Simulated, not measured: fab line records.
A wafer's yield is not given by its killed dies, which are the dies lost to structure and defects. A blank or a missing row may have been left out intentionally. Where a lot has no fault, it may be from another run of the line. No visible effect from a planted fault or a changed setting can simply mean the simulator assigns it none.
fab line records	flow sky130
[record] lots = 6	wafers = 18	last-day = 48
route steps=708 shown VT_ADJUST_LVTN@116 VT_ADJUST_NCORE@119 PAD_OPEN@708
lots that met no fault: taken from a fault-free run of the same line
start-h: start of the lot's first displayed wafer, in hours after the record's first day	wait-h: time in hours since the lot's previous step	" as in the row above	L1.1+2: a single row standing in for several wafers	- no value, or no start was given	* or withheld: withheld	< > ~ a bound
route shown NAME@n: names a module that has steps shown in the file, with the first one's number in the route	usual: mean and standard deviation over wafers with no fault	same: alike in all rows	chamber/n: place in a boat	sites: per-site readings	_std_site: how widely they spread, as a standard deviation	_edge_site: the outer-site mean with the inner-site mean subtracted	radius-mm: for every site, how far away it sits from the centre of the wafer	mask NAME#n: copy n	behind: tool/chamber where the wafer was last shaped	hold: why the lot went on hold/how many hours it stayed there/how the hold came to an end	device: names the non-switching transistor (n, p or np)	end of line: the route-end tests of the same wafers	for a step that has no rows: nothing shown but its recipe	killed: dies that structure and defects cost at the first sort, which is not the same as the wafer's yield	map: shows each die of a wafer: x if killed, . if not, _ if none is there
set.NAME: the run value of the setting; set.NAME@STEP: its run value at that earlier step	model.NAME: the simulator's own value behind a step, which no gauge read
lots seen at some steps along the route; tables by step, rows by wafer
services: the hour from which a tool's chamber was out of use, counted from the record's first day as start-h (under 0 if before that day), plus the number of hours and why
[[steps]]
[step SKY_VT_ADJUST_LVTN_IMPLANT_19]
[recipe] species = B	energy-kev = 30	dose-cm2 = 6.5e+11	tilt-deg = withheld
[step SKY_VT_ADJUST_LVTN_STRIP_20]
[recipe] chemistry = O2/N2	power-w = 1400	pressure-mtorr = 1500	platen-temp-c = withheld	o2-flow-sccm = 3000	n2-flow-sccm = 300	overash-fraction = 0.5
[usual] drypump-motor-current-A = 5.66/0.28	oes-product-au = 0.716/0.0047	strip-time-to-endpoint-s = 14.18/0.036
lot.wafer	tool	chamber	start-h	wait-h	drypump-motor-current-A	oes-product-au	rf-hours-counter-h	strip-time-to-endpoint-s
L335.1	plasma-asher-02	1	178.35	0.1	6.03	0.715	44	14.14
L335.2	"	0	"	"	5.39	0.716	44	14.14
L335.4	"	1	"	"	6.05	0.719	-	14.18
L337.2	plasma-asher-04	1	197.82	0.1	5.91	0.713	51	14.15
L337.3	"	0	"	"	5.43	0.729	-	14.12
L337.5	"	0	"	"	5.43	0.721	-	14.16
L344.2	plasma-asher-04	0	235.60	0.1	5.40	0.713	55	14.17
L344.3	"	0	"	"	5.40	0.717	-	14.19
L344.4	"	1	"	"	5.91	0.712	-	14.21
L345.1	plasma-asher-04	0	243.47	0.1	5.42	0.718	56	14.18
L345.3	"	0	"	"	5.40	0.713	-	14.19
L345.4	"	1	"	"	5.91	0.713	-	14.17
L346.1	plasma-asher-02	1	249.60	0.1	6.05	0.707	51	14.14
L346.5	"	1	"	"	6.03	0.714	-	14.16
L346.6	"	0	"	"	5.41	0.718	-	14.14
L348.1	plasma-asher-04	1	263.42	0.1	5.92	0.725	58	14.17
L348.2	"	0	"	"	5.42	0.711	58	14.19
L348.6	"	0	"	"	5.44	0.717	-	14.18
[step SKY_VT_ADJUST_LVTN_TW_MEAS_21]
[usual] VT_ADJUST_LVTN_2_TW = 187.5/1.2
lot.wafer	tool	chamber	start-h	wait-h	VT_ADJUST_LVTN_2_TW
L335.1	film-metro-04	-	178.45	0.1	186.9
L335.2	"	-	"	"	186.6
L335.4	"	-	"	"	187.1
L337.2	film-metro-04	-	197.93	0.1	188.2
L337.3	"	-	"	"	188.9
L337.5	"	-	"	"	187.8
L344.2	film-metro-02	-	235.71	0.1	185.9
L344.3	"	-	"	"	186.5
L344.4	"	-	"	"	187.4
L345.1	film-metro-01	-	243.57	0.1	189.0
L345.3	"	-	"	"	190.0
L345.4	"	-	"	"	188.8
L346.1	film-metro-02	-	249.70	0.1	187.5
L346.5	"	-	"	"	187.7
L346.6	"	-	"	"	186.7
L348.1	film-metro-01	-	263.52	0.1	187.8
L348.2	"	-	"	"	190.0
L348.6	"	-	"	"	189.6
[step SKY_VT_ADJUST_NCORE_DEHYDRATE_00]
[recipe] temp-c = 200	time-s = 60
[step SKY_VT_ADJUST_NCORE_HMDS_01]
[recipe] prime-time-s = 60	prime-temp-c = 120
[step SKY_VT_ADJUST_NCORE_COAT_02]
[recipe] resist = NOVOLAK	spin-rpm = 3000	resist-thk-nm = 1140
[step SKY_VT_ADJUST_NCORE_SOFTBAKE_03]
[recipe] temp-c = 90	time-s = 60	resist = NOVOLAK
[step SKY_VT_ADJUST_NCORE_EXPOSE_04]
[recipe] mask-id = LVTN_COMPLEMENT_THIN	na = 0.6	source-shape = conventional	sigma-outer = 0.6	polarization = unpolarized	target-cd-nm = 380	dose-mj = 139
[step SKY_VT_ADJUST_NCORE_PEB_05]
[recipe] temp-c = withheld	time-s = *	resist = NOVOLAK
[step SKY_VT_ADJUST_NCORE_DEVELOP_06]
[recipe] resist = NOVOLAK	developer = TMAH	develop-time-s = 60	dev-temp-c = 23
[step SKY_VT_ADJUST_NCORE_CD_MEAS_07]
[recipe] target-cd-nm = 380
[usual] cd-nm = 379.1/2.5
lot.wafer	tool	chamber	start-h	wait-h	cd-nm
L335.1	cd-sem-01	-	198.88	0.1	381.1
L335.2	"	-	"	"	381.8
L335.4	"	-	"	"	380.3
L337.2	cd-sem-02	-	219.08	0.1	380.5
L337.3	"	-	"	"	380.9
L337.5	"	-	"	"	379.3
L344.2	cd-sem-01	-	259.03	0.1	379.4
L344.3	"	-	"	"	382.1
L344.4	"	-	"	"	381.4
L345.1	cd-sem-01	-	266.32	0.1	376.7
L345.3	"	-	"	"	373.7
L345.4	"	-	"	"	375.5
L346.1	cd-sem-01	-	273.31	0.1	378.8
L346.5	"	-	"	"	377.3
L346.6	"	-	"	"	376.5
L348.1	cd-sem-01	-	288.31	0.1	376.5
L348.2	"	-	"	"	375.8
L348.6	"	-	"	"	375.6
[step SKY_VT_ADJUST_NCORE_OVL_MEAS_08]
[usual] VT_ADJUST_NCORE_OVL = -0.2/1.7
lot.wafer	tool	chamber	start-h	wait-h	VT_ADJUST_NCORE_OVL[nm]
L335.1	overlay-02	-	199.00	0.1	-0.4
L335.2	"	-	"	"	0.5
L335.4	"	-	"	"	1.0
L337.2	overlay-02	-	219.19	0.1	1.6
L337.3	"	-	"	"	0.0
L337.5	"	-	"	"	0.6
L344.2	overlay-02	-	259.14	0.1	1.3
L344.3	"	-	"	"	-2.7
L344.4	"	-	"	"	0.9
L345.1	overlay-01	-	266.44	0.1	0.0
L345.3	"	-	"	"	-1.9
L345.4	"	-	"	"	0.6
L346.1	overlay-01	-	273.43	0.1	1.4
L346.5	"	-	"	"	-1.6
L346.6	"	-	"	"	0.4
L348.1	overlay-01	-	288.43	0.1	0.9
L348.2	"	-	"	"	2.4
L348.6	"	-	"	"	3.2
[step SKY_VT_ADJUST_NCORE_IMPLANT_09]
[recipe] species = B	energy-kev = 10	dose-cm2 = 2.4e+12	tilt-deg = withheld
[usual] beam-energy-keV = 10.000/0.0036
lot.wafer	tool	chamber	start-h	wait-h	beam-energy-keV	model.implant.rp-nm	model.implant.drp-nm
L335.1	implanter-01	0	199.04	0.0	9.996	32.95	17.11
L335.2	"	0	"	"	10.001	32.95	17.11
L335.4	"	0	"	"	10.002	32.95	17.11
L337.2	implanter-03	0	219.24	0.0	10.005	33.23	17.11
L337.3	"	0	"	"	9.999	33.23	17.11
L337.5	"	0	"	"	10.003	33.23	17.11
L344.2	implanter-03	0	259.19	0.0	7.979	28.11	14.61
L344.3	"	0	"	"	7.976	28.11	14.61
L344.4	"	0	"	"	7.983	28.11	14.61
L345.1	implanter-02	0	266.48	0.0	9.996	31.99	17.11
L345.3	"	0	"	"	10.001	31.99	17.11
L345.4	"	0	"	"	9.995	31.99	17.11
L346.1	implanter-02	0	273.47	0.0	9.994	32.75	17.11
L346.5	"	0	"	"	9.999	32.75	17.11
L346.6	"	0	"	"	10.001	32.75	17.11
L348.1	implanter-03	0	288.47	0.0	7.974	26.63	14.61
L348.2	"	0	"	"	7.980	26.63	14.61
L348.6	"	0	"	"	7.978	26.63	14.61
[step SKY_VT_ADJUST_NCORE_STRIP_10]
[recipe] chemistry = O2/N2	power-w = 1400	pressure-mtorr = 1500	platen-temp-c = withheld	o2-flow-sccm = 3000	n2-flow-sccm = 300	overash-fraction = 0.5
[usual] drypump-motor-current-A = 5.69/0.26	oes-product-au = 0.715/0.0044	strip-time-to-endpoint-s = 14.20/0.043
lot.wafer	tool	chamber	start-h	wait-h	drypump-motor-current-A	oes-product-au	rf-hours-counter-h	strip-time-to-endpoint-s
L335.1	plasma-asher-01	1	199.19	0.1	5.67	0.725	8	14.29
L335.2	"	0	"	"	5.57	0.718	8	14.27
L335.4	"	1	"	"	5.70	0.724	-	14.28
L337.2	plasma-asher-02	1	219.37	0.1	6.04	0.729	48	14.20
L337.3	"	0	"	"	5.40	0.714	-	14.13
L337.5	"	1	"	"	6.02	0.719	-	14.16
L344.2	plasma-asher-04	1	259.32	0.1	5.91	0.710	58	14.25
L344.3	"	1	"	"	5.91	0.706	-	14.20
L344.4	"	0	"	"	5.42	0.710	-	14.21
L345.1	plasma-asher-04	1	266.63	0.1	5.92	0.718	58	14.18
L345.3	"	1	"	"	5.94	0.713	-	14.24
L345.4	"	0	"	"	5.44	0.699	-	14.17
L346.1	plasma-asher-01	1	273.62	0.1	5.69	0.718	15	14.17
L346.5	"	0	"	"	5.57	0.713	-	14.15
L346.6	"	1	"	"	5.69	0.714	-	14.21
L348.1	plasma-asher-04	1	288.62	0.1	5.90	0.717	60	14.14
L348.2	"	0	"	"	5.42	0.714	60	14.14
L348.6	"	0	"	"	5.42	0.712	-	14.15
[step SKY_VT_ADJUST_NCORE_TW_MEAS_11]
[usual] VT_ADJUST_NCORE_TW = 217.6/1.6
lot.wafer	tool	chamber	start-h	wait-h	hold	VT_ADJUST_NCORE_TW
L335.1	film-metro-03	-	199.29	0.1	-	215.5
L335.2	"	-	"	"	-	217.2
L335.4	"	-	"	"	-	216.4
L337.2	film-metro-01	-	219.48	0.1	-	219.5
L337.3	"	-	"	"	-	218.9
L337.5	"	-	"	"	-	218.9
L344.2	film-metro-03	-	259.43	0.1	await-dispo/0.2h/release	206.7
L344.3	"	-	"	"	await-dispo/0.2h/release	207.0
L344.4	"	-	"	"	await-dispo/0.2h/release	205.3
L344.2	film-metro-03	-	259.65	0.2	-	205.0
L344.3	"	-	"	"	-	206.9
L344.4	"	-	"	"	-	206.6
L345.1	film-metro-02	-	266.73	0.1	-	217.1
L345.3	"	-	"	"	-	216.3
L345.4	"	-	"	"	-	216.6
L346.1	film-metro-03	-	273.72	0.1	-	216.7
L346.5	"	-	"	"	-	217.7
L346.6	"	-	"	"	-	216.0
L348.1	film-metro-03	-	288.72	0.1	await-dispo/0.2h/release	205.3
L348.2	"	-	"	"	await-dispo/0.2h/release	205.7
L348.6	"	-	"	"	await-dispo/0.2h/release	205.1
L348.1	film-metro-03	-	288.94	0.2	-	205.1
L348.2	"	-	"	"	-	206.3
L348.6	"	-	"	"	-	205.9
[step SKY_PAD_OPEN_PROBE_99]
[usual] killed_at_M0_to_M3 = 43/6.1	killed_at_M4_up = 3.5/2	killed-at-contacts = 25/5.1	killed-at-front-end = 14/4.2	killed-at-other = 0.3/0.55	killed-dies = 86/8.3	killed-open = 46/7.2	killed-short = 39/6
[same] gross-dies = 492	killed-at-back-side = 0
lot.wafer	tool	chamber	start-h	wait-h	killed_at_M0_to_M3	killed_at_M4_up	killed-at-contacts	killed-at-front-end	killed-at-other	killed-dies	killed-open	killed-short	model.etest.nfet_16v.r-on-ohm-um	model.etest.res-pwell-under-gate.rs-ohm-sq	model.etest.pfet-g5v0d10v5.off-log10-a-um	model.etest.pfet-g5v0d10v5.vt-sat-v	model.etest.pfet_16v.vt-v	model.etest.pfet-g5v0d10v5.vt-v	model.etest.pfet-g5v0d10v5.vt-long-v	model.etest.nfet-g5v0d10v5.body-rise-v
L335.1	prober-02	-	1098.92	0.1	44	4	26	16	0	90	39	51	1.421e+04	2282	-12.76	-0.6612	-1.124	-0.8488	-0.953	0.6934
L335.2	prober-02	-	1098.97	0.1	35	3	28	14	0	80	34	46	1.42e+04	2281	-12.78	-0.6542	-1.119	-0.8496	-0.9474	0.6975
L335.4	prober-02	-	1099.07	0.2	49	2	32	17	0	100	48	52	1.431e+04	2289	-12.71	-0.6327	-1.123	-0.827	-0.952	0.7027
L337.2	prober-02	-	1112.98	0.1	45	6	23	13	0	87	40	47	1.414e+04	2298	-12.08	-0.5919	-1.087	-0.7919	-0.9133	0.6694
L337.3	prober-02	-	1113.03	0.2	39	5	17	12	0	73	38	35	1.404e+04	2275	-12.19	-0.5847	-1.079	-0.7886	-0.9113	0.6665
L337.5	prober-02	-	1113.13	0.2	45	2	26	8	0	81	39	42	1.416e+04	2276	-11.92	-0.5794	-1.075	-0.7862	-0.9083	0.664
L344.2	prober-01	-	1145.90	0.1	44	2	19	12	0	77	45	31	1.412e+04	2282	-12.91	-0.668	-1.138	-0.8546	-0.9621	0.6739
L344.3	prober-01	-	1145.95	0.2	58	2	24	14	0	98	55	42	1.407e+04	2268	-12.77	-0.6551	-1.128	-0.847	-0.9515	0.6712
L344.4	prober-01	-	1146.00	0.2	45	7	24	15	0	91	53	37	1.387e+04	2280	-13.22	-0.6874	-1.126	-0.8718	-0.9587	0.6645
L345.1	prober-02	-	1145.98	0.1	40	5	34	14	1	94	46	45	1.395e+04	2281	-12.82	-0.6641	-1.115	-0.8593	-0.9427	0.6759
L345.3	prober-02	-	1146.08	0.2	47	2	26	11	0	86	55	30	1.401e+04	2309	-12.41	-0.6211	-1.105	-0.8171	-0.9372	0.6792
L345.4	prober-02	-	1146.13	0.2	37	0	26	8	1	72	41	31	1.4e+04	2282	-12.94	-0.661	-1.116	-0.8525	-0.9461	0.6792
L346.1	prober-01	-	1147.35	0.1	29	1	31	19	0	80	40	40	1.375e+04	2260	-12.83	-0.6625	-1.132	-0.8463	-0.9548	0.6671
L346.5	prober-01	-	1147.55	0.2	51	3	27	25	0	106	64	42	1.377e+04	2260	-13.07	-0.6873	-1.148	-0.8678	-0.9734	0.6719
L346.6	prober-01	-	1147.60	0.2	41	4	28	15	0	88	39	48	1.377e+04	2273	-13.07	-0.6926	-1.137	-0.8779	-0.9642	0.6758
L348.1	prober-01	-	1156.98	0.1	37	5	26	25	1	94	50	44	1.388e+04	2311	-13.11	-0.6833	-1.149	-0.8705	-0.9721	0.6483
L348.2	prober-01	-	1157.03	0.1	43	2	29	20	1	95	53	41	1.351e+04	2282	-13.1	-0.6957	-1.152	-0.8828	-0.9772	0.64
L348.6	prober-01	-	1157.23	0.2	52	3	24	10	0	89	46	43	1.37e+04	2290	-13.2	-0.717	-1.144	-0.9058	-0.9737	0.6447
// killed by level:class
L335.1 VIA1:geometric-particle:open=12 CONTACT:geometric-particle:open=7 METAL1:geometric-particle:short=7 FIELD_ISO:geometric-particle:short=6 METAL2:geometric-particle:short=6 CONTACT:geometric-particle:short=5 LI_CONTACT:geometric-particle:open=5 LOCAL_INTERCONNECT:geometric-particle:short=5
L335.2 VIA3:geometric-particle:open=9 LI_CONTACT:geometric-particle:open=7 CONTACT:geometric-particle:short=7 CONTACT:geometric-particle:open=5 METAL1:geometric-particle:short=5 VIA3:geometric-particle:short=5 LI_CONTACT:geometric-particle:short=4 POLY_GATE:geometric-particle:short=4
L335.4 CONTACT:geometric-particle:open=10 VIA3:geometric-particle:open=10 CONTACT:geometric-particle:short=7 METAL1:geometric-particle:short=7 FIELD_ISO:geometric-particle:open=6 VIA2:geometric-particle:open=6 METAL3:geometric-particle:short=6 FIELD_ISO:geometric-particle:short=5
L337.2 VIA1:geometric-particle:open=11 CONTACT:geometric-particle:open=10 VIA2:geometric-particle:short=6 METAL2:geometric-particle:short=6 CONTACT:geometric-particle:short=5 VIA1:geometric-particle:short=5 METAL4:geometric-particle:short=5 VIA2:geometric-particle:open=5
L337.3 VIA1:geometric-particle:open=10 VIA3:geometric-particle:open=9 VIA1:geometric-particle:short=7 POLY_GATE:geometric-particle:short=5 LI_CONTACT:geometric-particle:open=5 CONTACT:geometric-particle:short=4 METAL4:geometric-particle:short=4 VIA2:geometric-particle:short=3
L337.5 VIA1:geometric-particle:open=9 METAL1:geometric-particle:short=8 VIA3:geometric-particle:open=7 CONTACT:geometric-particle:open=7 CONTACT:geometric-particle:short=6 LI_CONTACT:geometric-particle:open=5 VIA3:geometric-particle:short=5 FIELD_ISO:geometric-particle:open=4
L344.2 CONTACT:geometric-particle:open=11 METAL1:geometric-particle:short=9 VIA2:geometric-particle:open=9 METAL2:geometric-particle:short=7 VIA1:geometric-particle:open=6 POLY_GATE:geometric-particle:open=5 VIA3:geometric-particle:open=4 POLY_GATE:geometric-particle:short=3
L344.3 VIA1:geometric-particle:open=15 CONTACT:geometric-particle:open=9 VIA2:geometric-particle:open=8 LI_CONTACT:geometric-particle:open=7 METAL2:geometric-particle:short=7 METAL1:geometric-particle:short=5 METAL1:geometric-particle:open=5 POLY_GATE:geometric-particle:short=4
L345.1 VIA1:geometric-particle:open=12 LI_CONTACT:geometric-particle:short=9 LI_CONTACT:geometric-particle:open=7 CONTACT:geometric-particle:open=7 CONTACT:geometric-particle:short=6 METAL1:geometric-particle:short=6 VIA3:geometric-particle:open=5 FIELD_ISO:geometric-particle:short=4
L344.4 VIA1:geometric-particle:open=17 CONTACT:geometric-particle:open=11 METAL1:geometric-particle:short=7 LI_CONTACT:geometric-particle:open=6 VIA3:geometric-particle:open=6 METAL4:geometric-particle:short=5 FIELD_ISO:geometric-particle:open=4 SPACER:geometric-particle:short=4
L345.3 VIA1:geometric-particle:open=14 LI_CONTACT:geometric-particle:open=11 CONTACT:geometric-particle:open=8 VIA3:geometric-particle:open=6 LOCAL_INTERCONNECT:geometric-particle:short=5 METAL2:geometric-particle:short=5 METAL1:geometric-particle:open=4 VIA2:geometric-particle:open=4
L345.4 VIA2:geometric-particle:open=9 VIA1:geometric-particle:open=8 LI_CONTACT:geometric-particle:open=8 CONTACT:geometric-particle:open=7 LOCAL_INTERCONNECT:geometric-particle:short=5 METAL2:geometric-particle:short=5 VIA3:geometric-particle:open=5 CONTACT:geometric-particle:short=4
L346.1 CONTACT:geometric-particle:open=10 LI_CONTACT:geometric-particle:open=9 FIELD_ISO:geometric-particle:open=7 CONTACT:geometric-particle:short=7 METAL3:geometric-particle:short=7 POLY_GATE:geometric-particle:short=5 VIA1:geometric-particle:open=5 FIELD_ISO:geometric-particle:short=4
L346.5 VIA1:geometric-particle:open=14 LI_CONTACT:geometric-particle:open=10 VIA3:geometric-particle:open=10 FIELD_ISO:geometric-particle:short=7 CONTACT:geometric-particle:open=6 FIELD_ISO:geometric-particle:open=5 VIA2:geometric-particle:open=5 METAL1:geometric-particle:short=5
L346.6 CONTACT:geometric-particle:open=9 CONTACT:geometric-particle:short=7 METAL2:geometric-particle:short=7 METAL1:geometric-particle:short=7 VIA1:geometric-particle:open=6 LI_CONTACT:geometric-particle:open=6 LOCAL_INTERCONNECT:geometric-particle:short=5 VIA2:geometric-particle:open=5
L348.1 LI_CONTACT:geometric-particle:open=13 CONTACT:geometric-particle:open=8 FIELD_ISO:geometric-particle:short=7 FIELD_ISO:geometric-particle:open=6 POLY_GATE:geometric-particle:open=6 VIA1:geometric-particle:open=6 VIA2:geometric-particle:short=6 POLY_GATE:geometric-particle:short=5
L348.2 VIA1:geometric-particle:open=12 CONTACT:geometric-particle:open=12 LI_CONTACT:geometric-particle:open=8 FIELD_ISO:geometric-particle:open=5 POLY_GATE:geometric-particle:short=5 METAL2:geometric-particle:short=5 VIA3:geometric-particle:open=4 LI_CONTACT:geometric-particle:short=4
L348.6 VIA2:geometric-particle:open=11 VIA1:geometric-particle:open=10 CONTACT:geometric-particle:open=10 CONTACT:geometric-particle:short=7 METAL1:geometric-particle:short=6 VIA3:geometric-particle:short=6 VIA1:geometric-particle:short=5 VIA3:geometric-particle:open=4
[[services]]
tool	chamber	start-h	hours	kind
implanter-01	-	158.36	15.5	pm
implanter-03	-	171.01	7.0	repair
implanter-02	-	206.83	10.1	pm
plasma-asher-04	-	234.41	0.7	repair
implanter-02	-	276.88	1.3	repair
[[key]]
[first-sign] step = SKY_VT_ADJUST_NCORE_IMPLANT_09	reading = beam-energy-keV	direction = down	sigmas = 99+	usual = *	struck = *
[effect] step = SKY_VT_ADJUST_NCORE_TW_MEAS_11	reading = visit	direction = added
[effect] step = SKY_VT_ADJUST_NCORE_TW_MEAS_11	reading = VT_ADJUST_NCORE_TW	direction = down	sigmas = 7.4	usual = 217.6	struck = 205.8
[model-effect] step = SKY_VT_ADJUST_NCORE_IMPLANT_09	value = implant.rp-nm	without = 32.94	struck = 27.37
[model-effect] step = SKY_PAD_OPEN_PROBE_99	value = etest.nfet_16v.r-on-ohm-um	without = 1.419e+04	struck = 1.386e+04
met-at SKY_VT_ADJUST_NCORE_IMPLANT_09
struck-wafers L344.2,L344.3,L344.4,L348.1,L348.2,L348.6
tester-left-out L344,L348
onset-between 219.24 259.19
[fault] kind = process-parameter-drift	tool = implanter-03	chamber = -	onset-h = 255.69	steps = SKY_VT_ADJUST_NCORE_IMPLANT_09	channel = energy-kev	offset = *	shape = step	end-h = 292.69	acts-in = *	stated = *
// tester-left-out: of these lots the tester's yield and bins aren't shown, on N5 and GAA mostly nor the transistor test; their killed dies are dies lost to structure and defects alone, not to doping, threshold or leakage, so they don't give the yield
